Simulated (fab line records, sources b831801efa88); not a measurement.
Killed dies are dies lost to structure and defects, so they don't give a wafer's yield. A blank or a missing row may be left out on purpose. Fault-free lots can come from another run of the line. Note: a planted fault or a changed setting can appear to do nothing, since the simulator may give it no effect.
Which tool did it? + flow gf180mcu + Sampling: 12 lots, 36 wafers, 3 of 602 route steps

WHAT THE GAUGES READ, wafer by wafer
GF_V2_THK_MEAS_03.
| lot  | measured     | on            | V2_CVD_02_THK (nm) |
|------|--------------|---------------|--------------------|
| L075 | day 19 08:02 | film-metro-02 | 868 851 858        |
| L077 | day 20 11:44 | film-metro-03 | 840 840 836        |
| L079 | day 21 03:33 | film-metro-02 | 834 830 852        |
| L081 | day 21 22:10 | film-metro-04 | 829 832 856        |
| L083 | day 22 22:28 | film-metro-04 | 842 852 841        |
| L084 | day 23 14:23 | film-metro-03 | 839 846 843        |
| L087 | day 24 01:01 | film-metro-03 | 836 850 842        |
| L089 | day 25 05:05 | film-metro-03 | 849 854 871        |
| L091 | day 25 14:43 | film-metro-04 | 816 849 846        |
| L093 | day 26 03:49 | film-metro-02 | 848 831 859        |
| L095 | day 26 20:38 | film-metro-02 | 828 842 846        |
| L097 | day 27 02:40 | film-metro-04 | 832 857 862        |

TOOL THAT RAN EACH LOT (tool first, then ch and the chambers of the sampled wafers, then the start)
| lot  | GF_M1_METAL_ETCH_16               | GF_M1_STRIP_17                       |
|------|-----------------------------------|--------------------------------------|
| L075 | rie-metal-02 ch 0,1, day 17 04:55 | plasma-asher-02 ch 0,1, day 17 05:02 |
| L077 | rie-metal-01 ch 0,1, day 18 06:47 | plasma-asher-03 ch 0,1, day 18 06:55 |
| L079 | rie-metal-03 ch 0, day 18 22:18   | plasma-asher-03 ch 0,1, day 18 22:26 |
| L081 | rie-metal-01 ch 0,1, day 19 18:31 | plasma-asher-01 ch 0,1, day 19 18:38 |
| L083 | rie-metal-03 ch 0,1, day 20 19:55 | plasma-asher-03 ch 0,1, day 20 20:02 |
| L084 | rie-metal-02 ch 0,1, day 21 09:26 | plasma-asher-01 ch 0,1, day 21 09:33 |
| L087 | rie-metal-01 ch 0,1, day 21 22:33 | plasma-asher-02 ch 0,1, day 21 22:41 |
| L089 | rie-metal-02 ch 0, day 23 03:47   | plasma-asher-03 ch 0,1, day 23 04:00 |
| L091 | rie-metal-01 ch 0,1, day 23 13:52 | plasma-asher-01 ch 0,1, day 23 14:00 |
| L093 | rie-metal-02 ch 0,1, day 24 04:07 | plasma-asher-01 ch 0,1, day 24 04:15 |
| L095 | rie-metal-03 ch 0,1, day 24 22:00 | plasma-asher-01 ch 0,1, day 24 22:08 |
| L097 | rie-metal-03 ch 0, day 25 04:51   | plasma-asher-03 ch 0,1, day 25 04:59 |
- GF_M1_METAL_ETCH_16: etches the open film in Cl2/BCl3, stops on SiO2, target depth 750.8 nm, time 125.1 s.
- GF_M1_STRIP_17: strips in O2/N2.

THE ANSWER, worked out from the rows above alone
Rule: the usual values come from the lots themselves. The widest of any qualifying gaps counts: lots, ordered by their means at a reading, are off when they make up no more than a third of the lots, leave a main group of 4 or more, and stand apart from it by 3 or more times the standard deviation of that group's means. If all means in a main group match to the digits the tables above print for the reading, that group is not used. Also off: a lot with no number at a reading for which 4 or more lots have one. Any other lot the step has rows for is counted as sound.
None of the lots is off at any reading shown; this tells nothing.

WHAT THE SIMULATOR HAD PUT IN
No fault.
